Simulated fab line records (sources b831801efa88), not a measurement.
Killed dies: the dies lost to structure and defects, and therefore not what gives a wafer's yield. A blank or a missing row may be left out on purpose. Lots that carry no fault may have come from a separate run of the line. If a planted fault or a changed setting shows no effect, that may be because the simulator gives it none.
8D (eight disciplines) problem report, filled in by code | flow sky130 | the parts of the form that need people (team, actions taken, sign-off) are left out

## 1. PROBLEM STATEMENT
Across 3 wafers from 2 lots, PASSIVATION_CVD_02_THK at SKY_PASSIVATION_THK_MEAS_03 averages 627 nm, while fault-free wafers read 543 nm with a standard deviation of 7.5. Measured from the usual mean, that is +11 standard deviations.
Seen first at day 46 17:23 on film_metro-04, wafer L352.3. The record has a number at this step for 33 wafers belonging to 11 lots. The rule behind "out" and "out of limits": a value lying over 4 standard deviations away from the usual mean. The rest of the wafers with a number are treated as sound.

## 2. WHAT THIS IS AND IS NOT
question                    | is                           | is not
which readings at this step | PASSIVATION_CVD_02_THK       | -
which lots                  | L352, L354                   | L342, L343, L346, L347, L348, L351, L353, L359, L362
which wafers of those lots  | L352.3, L354.2, L354.3       | L352.5, L352.6, L354.5
read on which gauges        | film_metro-03, film_metro-04 | film_metro-02
when                        | from day 46 17:23            | up to then (20 sound wafers); but 10 sound wafers of L353, L354, L359, L362 came after

## 3. THE SUSPECTS, EACH WITH WHAT RULES IT OUT
Counting: if a tool at a process step up to the reading ran every lot that is out, it stays a suspect. Sound lots after the first of them don't rule it out here, since some wafers of a struck lot are sound.
- ruled out: the gauge at SKY_PASSIVATION_THK_MEAS_03. 2 gauges (film_metro-03, film_metro-04) read the wafers that are out.
- cmp-01 at SKY_VIA4_CMP_21 (polishes, stops on SiO2, t overpolish 25 s, target thk 0 nm): kept. It ran every lot that is out, first L352 (day 45 19:15); its last sound lot up to then is L351 (day 45 08:52).
- pecvd-01 at SKY_PASSIVATION_CVD_02 (deposits Si3N4, target thk 540 nm): kept. It ran every lot that is out, first L352 (day 46 17:08); its last sound lot up to then is L351 (day 46 06:05).
Left after counting: cmp-01 at SKY_VIA4_CMP_21, pecvd-01 at SKY_PASSIVATION_CVD_02.

## 4. THE CAUSE (what the simulator had put in)
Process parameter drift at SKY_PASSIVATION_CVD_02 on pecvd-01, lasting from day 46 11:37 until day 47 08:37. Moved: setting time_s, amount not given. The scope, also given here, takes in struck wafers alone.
2 suspects survive the count, and this tool is in that group.

## 5. THE EFFECT CHAIN, in route order
One row per reading whose mean, taken over the struck wafers that have a number, lies over 3 standard deviations from the usual. Readings are gone through only where the record gives a usual standard deviation; hours: the median, over the lots, of the time from a lot's start at the first step in this table giving one to that lot's start at this step; sigmas: the change measured in usual standard deviations.
hours | step                        | reading                | usual  | on struck wafers | change | sigmas
0     | SKY_PASSIVATION_THK_MEAS_03 | PASSIVATION_CVD_02_THK | 543 nm | 627              | +84    | +11

## 6. HOW IT WOULD HAVE BEEN CAUGHT EARLIER
The first out-of-limits reading at a measuring or inspecting step in this record came at day 46 17:23, 6 hours after the fault's start at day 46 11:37.
An alarm limit of 4 standard deviations would not have fired on the tool readings at SKY_PASSIVATION_CVD_02 for which the record gives a usual standard deviation, since none of them was out on any struck wafer.
Among the 2 lots that are out, L354 began SKY_PASSIVATION_CVD_02 on pecvd-01 after day 46 17:23. Had the tool been put on hold then, it would have been spared.
